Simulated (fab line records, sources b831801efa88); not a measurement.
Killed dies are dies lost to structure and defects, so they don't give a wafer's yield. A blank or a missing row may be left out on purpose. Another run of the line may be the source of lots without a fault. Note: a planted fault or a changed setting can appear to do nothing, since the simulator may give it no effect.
Which of the tools did it? ; flow sky130 ; 45 wafers from 15 lots sampled at 2 of the route's 708 steps

WHAT THE GAUGES READ, wafer by wafer
SKY_VIA3_BOW_MEAS_03.
lot;measured;on;VIA3_BOW (um)
L640;day 39 18:47;film_metro-02;83 84 97
L641;day 39 21:48;film_metro-02;94 85 83
L644;day 40 10:06;film_metro-02;80 68 83
L643;day 40 10:35;film_metro-02;109 86 79
L645;day 41 02:53;film_metro-04;84 70 74
L646;day 41 06:20;film_metro-04;100 93 94
L650;day 42 04:57;film_metro-03;75 81 72
L652;day 42 18:39;film_metro-04;89 79 75
L653;day 43 13:24;film_metro-02;81 83 87
L654;day 43 16:32;film_metro-04;74 75 84
L658;day 45 07:40;film_metro-02;76 79 82
L661;day 45 12:14;film_metro-02;84 90 101
L659;day 45 14:41;film_metro-03;93 85 74
L662;day 45 19:17;film_metro-02;79 85 90
L663;day 46 00:23;film_metro-02;95 93 79

WHICH TOOL RAN EACH LOT (tool, then ch and the chambers of the sampled wafers, then the start)
lot;SKY_METAL3_ETCH_16
L640;rie_metal-02 ch 1, day 39 16:59
L641;rie_metal-01 ch 1, day 39 20:20
L644;rie_metal-04 ch 0,1, day 40 08:41
L643;rie_metal-02 ch 1, day 40 09:04
L645;rie_metal-02 ch 0,1, day 41 01:28
L646;rie_metal-02 ch 0,1, day 41 04:52
L650;rie_metal-01 ch 0,1, day 42 03:29
L652;rie_metal-04 ch 0,1, day 42 17:13
L653;rie_metal-02 ch 0,1, day 43 11:59
L654;rie_metal-04 ch 0,1, day 43 15:08
L658;rie_metal-04 ch 0, day 45 06:10
L661;rie_metal-04 ch 0, day 45 10:43
L659;rie_metal-01 ch 0,1, day 45 13:05
L662;rie_metal-02 ch 0,1, day 45 17:31
L663;rie_metal-02 ch 0,1, day 45 22:53
- SKY_METAL3_ETCH_16: etches BARC in N2/H2, stops on SiO2, time 88.2 s, target depth 60 nm.

WHAT THE TOOLS THEMSELVES READ (means of the sampled wafers that have a number; where no wafer has one, the mark that the record gives instead)
SKY_METAL3_ETCH_16.
lot;tool;chamber_pressure_mTorr (mTorr);drypump_motor_current_A (A);oes_product_au (a.u.);throttle_valve_pct (%)
L640;rie_metal-02;29.99;5.8;0.626;13.210
L641;rie_metal-01;30.01;5.9;0.626;13.199
L644;rie_metal-04;29.98;6.6;0.624;13.202
L643;rie_metal-02;29.98;5.8;0.624;13.202
L645;rie_metal-02;29.97;6.1;0.625;13.218
L646;rie_metal-02;29.97;6.1;0.621;13.210
L650;rie_metal-01;30.03;5.7;0.623;13.197
L652;rie_metal-04;29.96;6.4;0.624;13.198
L653;rie_metal-02;29.99;6.1;0.623;13.219
L654;rie_metal-04;30.02;6.6;0.628;13.201
L658;rie_metal-04;30.00;6.2;0.625;13.192
L661;rie_metal-04;30.02;6.2;0.624;13.196
L659;rie_metal-01;30.01;5.5;0.624;13.192
L662;rie_metal-02;30.01;6.1;0.628;13.198
L663;rie_metal-02;30.00;5.9;0.624;13.206

THE ANSWER, worked out from the rows above alone
Rule: the usual values come from the lots themselves. The widest of any qualifying gaps counts: lots, ordered by their means at a reading, are off when they make up no more than a third of the lots, leave a main group of 4 or more, and stand apart from it by 3 or more times the standard deviation of that group's means. A main group is skipped when, at the precision printed for the reading in the tables above, its means are all equal. A lot without any number at a reading at which 4 lots or more have one is off too. All remaining lots with rows at the step are treated as sound. The gauges are gone through in route order, then the tools' own readings, and for those a lot's mean is taken as printed above. The first step at which some lot is off is used, and at that step the reading that is off furthest; a lot without a number counts as furthest.
None of the lots is off at any reading shown; this tells nothing.

WHAT THE SIMULATOR HAD PUT IN
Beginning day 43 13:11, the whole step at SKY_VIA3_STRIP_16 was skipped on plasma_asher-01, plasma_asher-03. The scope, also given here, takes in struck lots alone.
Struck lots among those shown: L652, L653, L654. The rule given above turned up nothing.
